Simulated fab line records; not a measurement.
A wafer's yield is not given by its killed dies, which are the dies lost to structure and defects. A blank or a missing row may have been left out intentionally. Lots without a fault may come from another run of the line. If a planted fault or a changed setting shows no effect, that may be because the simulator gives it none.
Matching of chambers | flow sky130 | 4 sister chambers for SKY_FIELD_ISO_ETCH_17 on rieSi-02
The step etches Si in HBr/Cl2/O2, target depth 342 nm, time 97.7 s. 8 wafers are shown with their chamber, then 12 later ones without.

## WAFERS, EACH WITH ITS CHAMBER
wafer  | chamber | drypumpMotorCurrentA (A) | heBacksideLeakSccm (sccm)
L086.2 | 0       | 5.1                      | 2.53
L086.4 | 1       | 5.8                      | 2.67
L090.2 | 0       | 5.1                      | 2.77
L090.4 | 3       | 5.5                      | 2.98
L090.5 | 1       | 5.8                      | 2.62
L091.3 | 2       | 5.7                      | 2.58
L091.4 | 3       | 5.5                      | 2.70
L091.5 | 2       | 5.6                      | 2.56

## WAFERS WITH NO CHAMBER GIVEN
wafer  | drypumpMotorCurrentA (A) | heBacksideLeakSccm (sccm)
L092.2 | 5.9                      | 2.59
L092.4 | 5.1                      | 2.67
L092.6 | 5.6                      | 2.46
L093.1 | 5.6                      | 2.39
L093.2 | 5.5                      | 2.85
L093.6 | 5.6                      | 2.39
L095.1 | 5.8                      | 2.65
L095.3 | 5.6                      | 2.52
L095.5 | 5.1                      | 2.28
L097.1 | 5.5                      | 3.16
L097.2 | 5.0                      | 2.44
L097.5 | 5.5                      | 3.15

## WHICH CHAMBER EACH WENT THROUGH
wafer  | from the rows above | in truth
L092.2 | 1                   | 1
L092.4 | 0                   | 0
L092.6 | 2                   | 2
L093.1 | 2                   | 2
L093.2 | 3                   | 3
L093.6 | 2                   | 2
L095.1 | 1                   | 1
L095.3 | 2                   | 2
L095.5 | 0                   | 0
L097.1 | 3                   | 3
L097.2 | 0                   | 0
L097.5 | 3                   | 3
Placed correctly: 12 of 12. Number that these rows cannot place: 0. Placed wrongly: 0.
How it was worked out, from the rows above alone: a wafer's distance from a chamber is the root of the sum, over the readings, of the square of ((its reading less the chamber's mean) divided by the reading's scatter). The wafer belongs to the nearest chamber; if the next one is less than 2 further off, it can't be placed. The mean given for a chamber averages the wafers shown for that chamber. The scatter: the root of (the sum of the squares of (reading less its chamber's mean) over the shown wafers, divided by (wafers less chambers)).
